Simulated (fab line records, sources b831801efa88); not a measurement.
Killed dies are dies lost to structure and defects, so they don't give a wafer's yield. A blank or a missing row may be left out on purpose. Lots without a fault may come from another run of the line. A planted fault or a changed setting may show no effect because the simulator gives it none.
Chamber matching | flow gf180mcu | GF_V5_CMP_04 on cmp-02: 4 sister chambers
The step polishes SiO2. 14 wafers are shown with their chamber, then 7 later ones without.

WAFERS WITH THEIR CHAMBER
wafer  | chamber | motor_current_A (A)
L990.1 | 3       | 12.2
L990.2 | 0       | 12.4
L990.4 | 1       | 14.6
L996.2 | 3       | 11.9
L996.4 | 1       | 13.0
L996.5 | 0       | 11.9
L997.3 | 2       | 13.8
L997.4 | 3       | 11.6
L997.5 | 2       | 13.9
L100.1 | 2       | 14.3
L100.5 | 2       | 13.6
L100.6 | 3       | 12.3
L101.1 | 1       | 13.5
L101.2 | 0       | 12.4

SIGNATURES (means of the wafers above)
reading         | chamber 0 | chamber 1 | chamber 2 | chamber 3 | scatter within a chamber
motor_current_A | 12.233    | 13.700    | 13.900    | 12.000    | 0.455
Rule: a wafer's distance from a chamber is the root of the sum, over the readings, of the square of ((its reading less the chamber's mean) divided by the reading's scatter). The wafer belongs to the nearest chamber; if the next one is less than 2 further off, it can't be placed. The scatter: the root of (the sum of the squares of (reading less its chamber's mean) over the shown wafers, divided by (wafers less chambers)).

WAFERS WITHOUT THEIR CHAMBER
wafer  | motor_current_A (A)
L101.3 | 12.1
L104.1 | 13.5
L104.3 | 12.8
L104.6 | 13.6
L110.3 | 12.7
L110.4 | 13.4
L110.5 | 13.7

WHICH CHAMBER EACH WENT THROUGH
wafer  | from the rows above               | in truth
L101.3 | can't be placed: 3 or 0           | 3
L104.1 | can't be placed: 1 or 2           | 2
L104.3 | can't be placed: 0 or 3 or 1 or 2 | 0
L104.6 | can't be placed: 1 or 2           | 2
L110.3 | can't be placed: 0 or 3 or 1 or 2 | 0
L110.4 | can't be placed: 1 or 2 or 0      | 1
L110.5 | can't be placed: 1 or 2           | 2
Placed correctly: 0 of 7. Can't be placed from these rows: 7 (the true chamber is among the candidates in 7). Placed wrongly: 0.
